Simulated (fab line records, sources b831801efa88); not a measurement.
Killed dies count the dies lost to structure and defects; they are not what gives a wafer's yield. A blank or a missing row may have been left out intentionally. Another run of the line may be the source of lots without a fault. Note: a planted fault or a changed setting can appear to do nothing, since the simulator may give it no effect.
Struck lot and sound lot, side by side || flow sky130 || 17 out of 708 route steps
Sound: these wafers, L924.2, L924.3, L924.6. Wafers struck: L919.2, L919.5, L919.6. The cause comes at the end.
Order at every step that has rows: each side's tool, ch and its chambers, its first start. Under that, the readings that differ: sound wafers || struck wafers || difference of the means || sigmas: that difference in standard deviations of wafers without a fault.
alike: words and numbers the same on both sides, and readings whose means are apart by under 2 such deviations; not compared: readings that were withheld, readings missing a value for some wafer, numbers with overlapping values and no deviation given by the record, and bounds like >300 which may hide the same value.
A row with sigmas, a row that says differs or no value, or rows on one side alone: a step with any of these is where the two part. Non-overlapping numbers with no deviation appear without sigmas and do not part them. Lack of a reading on every wafer of one side parts them only where that side has two or more wafers.

first, 1 step without rows for these wafers: SKY_VT_ADJUST_LVTN_IMPLANT_19.
SKY_VT_ADJUST_LVTN_STRIP_20: strips in O2/N2.
  sound on plasmaAsher-02 ch 0,1, day 11 21:47; struck on plasmaAsher-01 ch 0,1, day 10 05:35
  alike: drypumpMotorCurrentA, n2FlowSccm, oesProductAu, stripTimeToEndpointS
  not compared: rfHoursCounterH
SKY_VT_ADJUST_LVTN_TW_MEAS_21:
  sound on filmMetro-01 at day 11 21:53; struck on filmMetro-01 at day 10 05:41
  alike: VT_ADJUST_LVTN_2_TW
then, 7 steps without rows for these wafers: SKY_VT_ADJUST_NCORE_DEHYDRATE_00 (time 60 s); SKY_VT_ADJUST_NCORE_HMDS_01 (prime time 60 s); SKY_VT_ADJUST_NCORE_COAT_02 (resist thk 1140 nm); SKY_VT_ADJUST_NCORE_SOFTBAKE_03 (time 60 s); SKY_VT_ADJUST_NCORE_EXPOSE_04 (exposes mask LVTN COMPLEMENT THIN, target cd 380 nm); SKY_VT_ADJUST_NCORE_PEB_05; SKY_VT_ADJUST_NCORE_DEVELOP_06 (develop time 60 s).
SKY_VT_ADJUST_NCORE_CD_MEAS_07: target cd 380 nm.
  sound on cdSem-01 at day 12 23:17; struck on cdSem-02 at day 11 04:26
{"reading": "cdNm (nm)", "sound": "379.1 376.8 379.2", "struck": "385.1 385.0 384.6", "difference": "+6.5", "sigmas": "+2"}
SKY_VT_ADJUST_NCORE_OVL_MEAS_08:
  sound on overlay-01 at day 12 23:24; struck on overlay-02 at day 11 04:33
  alike: VT_ADJUST_NCORE_OVL
SKY_VT_ADJUST_NCORE_IMPLANT_09:
  sound on implanter-04 ch 0, day 12 23:28; struck on implanter-03 ch 0, day 11 04:37
{"reading": "beamEnergyKeV", "sound": "10.000 10.001 10.000", "struck": "14.450 14.450 14.448", "difference": "+4.449", "sigmas": "+99 or more"}
{"reading": "model.implant.rpNm (nm)", "sound": "33.85 33.85 33.85", "struck": "47.28 47.28 47.28", "difference": "+13.43", "sigmas": ""}
{"reading": "model.implant.drpNm (nm)", "sound": "17.11 17.11 17.11", "struck": "22.37 22.37 22.37", "difference": "+5.26", "sigmas": ""}
SKY_VT_ADJUST_NCORE_STRIP_10: strips in O2/N2.
  sound on plasmaAsher-04 ch 0,1, day 12 23:35; struck on plasmaAsher-04 ch 0,1, day 11 04:44
  alike: drypumpMotorCurrentA, n2FlowSccm, oesProductAu, stripTimeToEndpointS
  not compared: rfHoursCounterH
SKY_VT_ADJUST_NCORE_TW_MEAS_11:
  sound on filmMetro-02 at day 12 23:41; struck on filmMetro-02 at day 11 04:50
{"reading": "VT_ADJUST_NCORE_TW", "sound": "221.3 221.4 221.9", "struck": "240.0 241.0 241.7", "difference": "+19.4", "sigmas": "+13"}
then, 1 step without rows for these wafers: SKY_VT_ADJUST_HVTR_DEHYDRATE_00 (time 60 s).
-- record jumps: 37 days separate the struck wafers' starts on either side; left off in module VT_ADJUST_HVTR, taken up again in module PAD_OPEN, whose first shown step is the route's number 708 --
SKY_PAD_OPEN_PROBE_99:
  sound on prober-02 at day 50 02:20; struck on prober-01 at day 48 02:55
{"reading": "model.etest.nfet_16v.rOnOhmUm", "sound": "1.398e+04 1.408e+04 1.413e+04", "struck": "1.5e+04 1.483e+04 1.488e+04", "difference": "+8.4e+02", "sigmas": ""}
{"reading": "model.etest.pfet_16v.driveUaUm", "sound": "239.8 240.2 239.1", "struck": "254.1 252.1 249.9", "difference": "+12.3", "sigmas": ""}
{"reading": "model.etest.pfetG5v0d10v5.offLog10AUm", "sound": "-13.08 -13.21 -12.99", "struck": "-11.68 -11.49 -11.67", "difference": "+1.48", "sigmas": ""}
{"reading": "model.etest.pfetG5v0d10v5.vtSatV (V)", "sound": "-0.6883 -0.7271 -0.682", "struck": "-0.5688 -0.556 -0.5554", "difference": "+0.1391", "sigmas": ""}
{"reading": "model.etest.pfet_16v.vtV (V)", "sound": "-1.143 -1.14 -1.143", "struck": "-1.041 -1.046 -1.043", "difference": "+0.099", "sigmas": ""}
{"reading": "model.etest.pfetG5v0d10v5.vtV (V)", "sound": "-0.8686 -0.902 -0.868", "struck": "-0.7973 -0.7817 -0.7788", "difference": "+0.0936", "sigmas": ""}
{"reading": "model.etest.nfet_16v.bodyRiseV (V)", "sound": "0.6531 0.6515 0.6622", "struck": "0.7088 0.7161 0.7102", "difference": "+0.0561", "sigmas": ""}
  alike: killed_at_M0_to_M3, killed_at_M4_up, killedAtContacts, killedAtFrontEnd, killedAtOther, killedDies, killedOpen, killedShort
  not compared: model.etest.resPwellUnderGate.rsOhmSq

== WHERE THEY PART ==
Earliest at SKY_VT_ADJUST_NCORE_CD_MEAS_07; latest, in this record, at SKY_VT_ADJUST_NCORE_TW_MEAS_11. Later steps at which nothing parts them and some readings are alike: SKY_PAD_OPEN_PROBE_99.

WHY: the cause the simulator had injected
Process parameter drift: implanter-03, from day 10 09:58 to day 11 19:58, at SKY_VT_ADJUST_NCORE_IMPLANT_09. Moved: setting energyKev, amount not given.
